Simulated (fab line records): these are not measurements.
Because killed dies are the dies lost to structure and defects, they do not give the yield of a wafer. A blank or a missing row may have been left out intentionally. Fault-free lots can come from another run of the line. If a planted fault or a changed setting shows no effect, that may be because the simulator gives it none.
Which tool did it? -- flow gf180mcu -- 42 wafers from 14 lots sampled at 4 of the route's 602 steps

== WHAT THE GAUGES READ, wafer by wafer ==
GF_VT_IMPLANT_RS_MEAS_47: measurement is done with a four-point probe. Usual: NWELL_RS 487.7 ohm/sq, standard deviation 1.2.
lot,measured,on,NWELL_RS (ohm/sq),flag
L427,day 8 06:19,film_metro-02,487.0 487.7 487.3,
L428,day 8 07:44,film_metro-04,486.0 487.7 488.7,
L429,day 8 15:37,film_metro-02,488.4 488.4 486.9,
L430,day 8 20:02,film_metro-04,489.2 487.6 489.2,
L432,day 9 13:14,film_metro-03,489.6 489.2 488.6,
L433,day 9 18:47,film_metro-03,487.7 486.5 487.8,
L434,day 9 21:45,film_metro-04,489.5 487.7 489.8,
L435,day 10 05:14,film_metro-03,487.7 487.1 487.7,
L437,day 10 17:19,film_metro-04,488.2 486.8 487.1,
L438,day 10 21:20,film_metro-02,489.1 489.3 490.9,
L439,day 11 04:38,film_metro-03,487.2 486.6 488.3,
L440,day 11 11:23,film_metro-03,489.8 489.4 489.0,
L444,day 12 15:47,film_metro-04,487.7 488.7 489.3,
L445,day 12 20:08,film_metro-03,487.6 487.4 487.7,

GF_POLY_GATE_OVL_MEAS_11. Usual: POLY_GATE_OVL 4 nm, standard deviation 5.4.
lot,measured,on,POLY_GATE_OVL (nm),flag
L427,day 9 21:50,overlay-01,2 6 -3,
L428,day 10 00:49,overlay-01,7 9 7,
L429,day 10 06:56,overlay-02,8 1 0,
L430,day 10 12:22,overlay-01,10 7 10,
L432,day 11 08:17,overlay-02,12 11 2,
L433,day 11 13:53,overlay-01,6 -3 4,
L434,day 11 18:20,overlay-01,15 11 8,
L435,day 12 00:02,overlay-02,-1 6 0,
L437,day 12 12:27,overlay-01,11 11 4,
L438,day 12 18:20,overlay-01,-1 5 6,
L439,day 13 01:48,overlay-01,0 -6 5,
L440,day 13 08:43,overlay-01,15 10 8,
L444,day 14 13:11,overlay-01,1 3 10,
L445,day 14 19:52,overlay-01,-3 1 0,

GF_HV_LDD_CD_MEAS_07 targets a cd of 400 nm. Usual: cd_nm at 400.4 nm, with a standard deviation of 1.9.
lot,measured,on,cd_nm (nm),flag
L427,day 10 18:22,cd_sem-02,402.0 399.3 402.2,
L428,day 10 21:08,cd_sem-02,399.7 400.1 401.0,
L429,day 11 02:10,cd_sem-02,400.6 399.9 400.8,
L430,day 11 08:17,cd_sem-01,400.0 401.1 401.7,
L432,day 12 04:26,cd_sem-02,400.3 400.9 400.0,
L433,day 12 12:02,cd_sem-02,401.2 402.4 401.5,
L434,day 12 16:08,cd_sem-02,398.7 397.2 398.6,
L435,day 12 21:29,cd_sem-02,399.7 401.0 398.9,
L437,day 13 09:33,cd_sem-02,399.1 400.1 400.9,
L438,day 13 15:08,cd_sem-02,401.9 402.5 401.9,
L439,day 13 23:16,cd_sem-02,400.2 398.5 401.0,
L440,day 14 07:14,cd_sem-02,401.5 398.8 398.8,
L444,day 15 13:47,cd_sem-02,399.3 399.9 398.9,
L445,day 15 19:08,cd_sem-02,399.9 397.2 400.2,

== TOOL THAT RAN EACH LOT (tool first, then ch and the chambers of the sampled wafers, then the start) ==
lot,GF_POLY_GATE_SOFTBAKE_06
L427,"litho_track-04 ch 0, day 9 12:00"
L428,"litho_track-03 ch 0, day 9 15:00"
L429,"litho_track-01 ch 0, day 9 22:00"
L430,"litho_track-04 ch 0, day 10 03:00"
L432,"litho_track-04 ch 0, day 10 22:00"
L433,"litho_track-03 ch 0, day 11 04:00"
L434,"litho_track-01 ch 0, day 11 08:00"
L435,"litho_track-03 ch 0, day 11 14:00"
L437,"litho_track-03 ch 0, day 12 02:00"
L438,"litho_track-01 ch 0, day 12 07:00"
L439,"litho_track-04 ch 0, day 12 15:00"
L440,"litho_track-03 ch 0, day 12 22:00"
L444,"litho_track-04 ch 0, day 14 02:00"
L445,"litho_track-04 ch 0, day 14 09:00"
- GF_POLY_GATE_SOFTBAKE_06: time 60 s.

== WHAT THE TOOLS THEMSELVES READ (means of the sampled wafers that have a number; where no wafer has one, the mark that the record gives instead) ==
GF_POLY_GATE_SOFTBAKE_06. Usual: heater_power_total_W 93.05 W, standard deviation 0.064; run_length_s 89.14 s, standard deviation 0.12.
lot,tool,heater_power_total_W (W),run_length_s (s),flag
L427,litho_track-04,93.03,89.19,
L428,litho_track-03,93.14,89.18,
L429,litho_track-01,93.06,89.07,
L430,litho_track-04,92.99,89.28,
L432,litho_track-04,93.05,89.07,
L433,litho_track-03,93.06,89.21,
L434,litho_track-01,93.07,89.03,
L435,litho_track-03,93.08,89.22,
L437,litho_track-03,93.04,89.10,
L438,litho_track-01,93.04,89.07,
L439,litho_track-04,93.05,89.11,
L440,litho_track-03,93.08,89.14,
L444,litho_track-04,94.66,86.31,OFF
L445,litho_track-04,94.64,86.26,OFF

== THE ANSWER, worked out from the rows above alone ==
Rule: a lot is off if the mean of its wafers that have a number lies more than 3 standard deviations from the usual mean. A lot without any number at a reading at which 4 lots or more have one is off too. Where the step has rows for the other lots, those lots are counted as sound. The gauges are gone through in route order, then the tools' own readings, and for those a lot's mean is taken as printed above. The first step at which some lot is off is used, and at that step the reading that is off furthest; a lot without a number counts as furthest.
Off: L444, L445 (GF_POLY_GATE_SOFTBAKE_06, heater_power_total_W).
A tool fits if, at that step or a process step before it, it ran every lot that is off, and no sound lot after the first of them. One fits: litho_track-04 at GF_POLY_GATE_SOFTBAKE_06. Its last sound lot is L439 (day 12 15:00), its first lot that is off L444 (day 14 02:00): a fault that began between those two fits.
The tool's own readings at GF_POLY_GATE_SOFTBAKE_06 bear it out: on the lots that are off they differ by more than 5 times the standard deviation of the sound lots' means. heater_power_total_W reads 94.65 W there against 93.06 W on the sound lots; run_length_s reads 86.28 s there against 89.14 s on the sound lots.

== WHAT THE SIMULATOR HAD INSERTED ==
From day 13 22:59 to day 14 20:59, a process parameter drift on litho_track-04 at GF_POLY_GATE_SOFTBAKE_06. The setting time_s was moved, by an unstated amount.
Lots struck among those shown: L444, L445. The rule above reached the same finding.
